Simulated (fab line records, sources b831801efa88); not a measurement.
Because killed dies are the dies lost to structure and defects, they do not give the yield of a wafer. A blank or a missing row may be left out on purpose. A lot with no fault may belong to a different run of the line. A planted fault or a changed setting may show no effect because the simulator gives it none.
Problem report in the 8D (eight disciplines) form, filled by code	flow sky130	the parts of the form that need people (team, actions taken, sign-off) are left out

== 1. WHAT IS WRONG ==
Wafers without a fault read 0.854 a.u., standard deviation 0.0048; oes-product-au at SKY_METAL1_ETCH_18 reads a mean of 0.812 a.u. on 6 wafers belonging to 2 lots. That is -8.7 standard deviations from the usual mean.
The step: etches BARC in N2/H2, stops on SiO2, time 45.9 s, target depth 60 nm.
Seen first at day 38 16:20 on rie-metal-01, wafer L931.1. Wafers with a number at this step in the record: 33, from 11 lots. Rule for "out", or "out of limits": more than 4 standard deviations from the usual mean. Any other wafer with a number is counted as sound.

== 2. WHAT THIS IS AND IS NOT ==
question	is	is not
which readings at this step	oes-product-au	drypump-motor-current-A, throttle-valve-pct
which lots	L931, L932	L916, L917, L918, L919, L920, L921, L924, L929, L935
which wafers of those lots	all that have a number	-
read on which tools	rie-metal-01	rie-metal-03, rie-metal-04
when	from day 38 16:20	up to then (24 sound wafers); but 3 sound wafers of L935 came after

== 3. WHAT RULES OUT EACH SUSPECT ==
Counting: a tool at any process step up to the reading remains a suspect when it ran all the lots that are out and ran no sound lot after the first of those.
- cvd-w-02 at SKY_CONTACT_CVD_24 (deposits W, target thk 340 nm, time 102.12 s): ruled out as a lasting fault. Sound lots L935 ran on it after its first lot that is out, L931 (day 37 14:24).
- pvd-sputter-01 at SKY_METAL1_SPUTTER_01 (material TiN, target thk 20 nm, time 16.7 s): kept. Every lot that is out went through it, starting with L931 (day 37 15:01), and after that it ran no sound lot; the last sound lot it ran before then is L929 (day 37 04:49).
- rie-metal-01 at SKY_METAL1_ETCH_18 (etches BARC in N2/H2, stops on SiO2, time 45.9 s, target depth 60 nm): kept. Every lot that is out went through it, starting with L931 (day 38 16:20), and after that it ran no sound lot; the last sound lot it ran before then is L929 (day 38 06:27). On those wafers its own readings are out: oes-product-au.
What counting leaves: pvd-sputter-01 at SKY_METAL1_SPUTTER_01 and rie-metal-01 at SKY_METAL1_ETCH_18.

== 4. THE CAUSE (what the simulator had put in) ==
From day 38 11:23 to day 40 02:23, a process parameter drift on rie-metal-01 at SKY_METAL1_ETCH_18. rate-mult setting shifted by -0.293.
Counting left 2 suspects, and this tool is among them.

== 5. THE EFFECT CHAIN, in route order ==
Each row: a reading where the mean over the struck wafers with a number is more than 3 standard deviations away from the usual. Only readings whose record carries a usual standard deviation are examined. hours: median over the lots of the time between each lot's start at the first step of this table that gives one and its start at this step. sigmas: the change, counted in usual standard deviations.
hours	step	reading	usual	on struck wafers	change	sigmas
0	SKY_METAL1_ETCH_18	oes-product-au	0.854 a.u.	0.812	-0.042	-8.7
0	SKY_METAL1_STRIP_20	strip-time-to-endpoint-s	2.70 s	2.88	+0.18	+4.0
Its process steps:
- SKY_METAL1_ETCH_18: etches BARC in N2/H2, stops on SiO2, time 45.9 s, target depth 60 nm.
- SKY_METAL1_STRIP_20: strips in O2/N2.

== 6. WHAT WOULD HAVE CAUGHT IT SOONER ==
First out-of-limits reading in this record: day 38 16:20, which is 5 hours after fault onset at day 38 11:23.
